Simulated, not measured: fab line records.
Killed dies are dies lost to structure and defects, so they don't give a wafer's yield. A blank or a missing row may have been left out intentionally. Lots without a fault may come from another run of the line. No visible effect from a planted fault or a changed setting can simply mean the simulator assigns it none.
Check for tools in common + flow gf180mcu + 39 wafers sampled across 13 lots

## WHY THIS WAS OPENED
GF_PSD_OVL_MEAS_08, reading PSD_OVL: flagged on 2 of 13 lots. Wafers without a fault read 0.6 nm, standard deviation 1.3.
Rule: a lot is flagged in two cases, either no wafer of it has a number, or all its wafers with numbers fall more than 4 standard deviations from that mean. All remaining lots are regarded as sound.

| lot  | measured     | on         | PSD_OVL (nm), wafer by wafer | flag    |
|------|--------------|------------|------------------------------|---------|
| L646 | day 14 06:17 | overlay-02 | 2.8 1.6 1.4                  |         |
| L647 | day 14 16:22 | overlay-01 | 1.7 0.5 1.6                  |         |
| L650 | day 15 17:25 | overlay-02 | 3.5 1.7 2.5                  |         |
| L656 | day 17 22:58 | overlay-01 | 185.1 185.7 185.5            | FLAGGED |
| L657 | day 18 04:41 | overlay-01 | 183.7 183.9 184.0            | FLAGGED |
| L658 | day 18 13:43 | overlay-01 | -1.0 -0.5 -1.4               |         |
| L659 | day 18 22:13 | overlay-01 | -0.7 -0.9 -0.1               |         |
| L661 | day 19 18:29 | overlay-02 | -1.4 -1.4 -1.0               |         |
| L662 | day 20 04:02 | overlay-02 | 1.8 3.2 1.9                  |         |
| L663 | day 20 06:13 | overlay-01 | 2.1 0.9 1.8                  |         |
| L665 | day 21 05:04 | overlay-01 | -0.8 1.0 0.1                 |         |
| L666 | day 21 11:40 | overlay-02 | -0.4 0.4 -1.5                |         |
| L669 | day 22 07:10 | overlay-02 | -0.8 -2.7 -1.1               |         |
On average the flagged lots read 184.7 nm, which is +184.1 nm against the usual, or +99 or more standard deviations.

## LOT BY LOT: THE TOOL USED
Before the reading, the record contains 2 process steps out of a 602-step route. Every cell lists first the tool, next ch and the chambers used by the sampled wafers, and last the start.
| lot  | flag    | GF_POLY_GATE_ETCH_12               | GF_PSD_EXPOSE_04                    |
|------|---------|------------------------------------|-------------------------------------|
| L646 |         | rie diel-03 ch 0,2,3, day 9 07:21  | iline stepper-01 ch 0, day 13 19:37 |
| L647 |         | rie diel-03 ch 0,3, day 9 15:10    | iline stepper-01 ch 0, day 14 06:02 |
| L650 |         | rie diel-02 ch 0,1,2, day 10 09:25 | iline stepper-02 ch 0, day 15 06:09 |
| L656 | FLAGGED | rie diel-03 ch 0,3, day 12 06:07   | iline stepper-01 ch 0, day 17 11:14 |
| L657 | FLAGGED | rie diel-03 ch 0,1,2, day 12 11:28 | iline stepper-01 ch 0, day 17 17:28 |
| L658 |         | rie diel-04 ch 0,2,3, day 12 20:19 | iline stepper-02 ch 0, day 18 01:50 |
| L659 |         | rie diel-02 ch 0,1,2, day 13 01:54 | iline stepper-02 ch 0, day 18 09:39 |
| L661 |         | rie diel-02 ch 0,3, day 13 17:21   | iline stepper-02 ch 0, day 19 06:17 |
| L662 |         | rie diel-02 ch 0,1,3, day 14 01:33 | iline stepper-02 ch 0, day 19 16:05 |
| L663 |         | rie diel-02 ch 2,3, day 14 05:42   | iline stepper-02 ch 0, day 19 18:53 |
| L665 |         | rie diel-02 ch 0,1, day 14 23:40   | iline stepper-02 ch 0, day 20 17:04 |
| L666 |         | rie diel-02 ch 1,2,3, day 15 08:31 | iline stepper-02 ch 0, day 21 00:18 |
| L669 |         | rie diel-03 ch 0,1,2, day 16 02:34 | iline stepper-02 ch 0, day 21 19:11 |
What these steps do:
- GF_POLY_GATE_ETCH_12: etches BARC in N2/H2.
- GF_PSD_EXPOSE_04: exposes mask Pplus, target cd 400 nm.
- GF_PSD_OVL_MEAS_08

## FLAGGED OVER TOTAL, TOOL BY TOOL (the gauges that took the reading come last)
| step                 | tool             | lots run | flagged | share of the flagged lots | sound lots run after its first flagged lot |
|----------------------|------------------|----------|---------|---------------------------|--------------------------------------------|
| GF_POLY_GATE_ETCH_12 | rie diel-02      | 7        | 0       | none                      | -                                          |
| GF_POLY_GATE_ETCH_12 | rie diel-03      | 5        | 2       | all                       | 1 (L669)                                   |
| GF_POLY_GATE_ETCH_12 | rie diel-04      | 1        | 0       | none                      | -                                          |
| GF_PSD_EXPOSE_04     | iline stepper-01 | 4        | 2       | all                       | 0                                          |
| GF_PSD_EXPOSE_04     | iline stepper-02 | 9        | 0       | none                      | -                                          |
| GF_PSD_OVL_MEAS_08   | overlay-01       | 7        | 2       | all                       | 4 (L658,L659,L663,L665)                    |
| GF_PSD_OVL_MEAS_08   | overlay-02       | 6        | 0       | none                      | -                                          |

## WHAT IS ALLOWED BY THE TABLE
Every flagged lot was run by 3 rows of the table: rie diel-03 at GF_POLY_GATE_ETCH_12, iline stepper-01 at GF_PSD_EXPOSE_04 and overlay-01 at GF_PSD_OVL_MEAS_08.
- rie diel-03 at GF_POLY_GATE_ETCH_12: 2 of its 5 lots flagged. After the first flagged lot (L669), sound lots still ran on it; a lasting fault on the whole tool would not permit that.
- iline stepper-01 at GF_PSD_EXPOSE_04: 2 of its 4 lots flagged. A fault beginning between L647 (day 14 06:02), its last sound lot, and L656 (day 17 11:14), its first flagged one, fits the data.
- overlay-01 at GF_PSD_OVL_MEAS_08: 2 of its 7 lots flagged. After the first flagged lot (L658, L659, L663, L665), sound lots still ran on it; a lasting fault on the whole tool would not permit that.
Left over: one tool, iline stepper-01 at GF_PSD_EXPOSE_04.

## WHAT WAS PUT IN BY THE SIMULATOR
Scanner matching overlay: iline stepper-01, from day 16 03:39 on, at GF_PSD_EXPOSE_04. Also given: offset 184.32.
Lots struck among those shown: L656, L657. This agrees with what the rule above found.
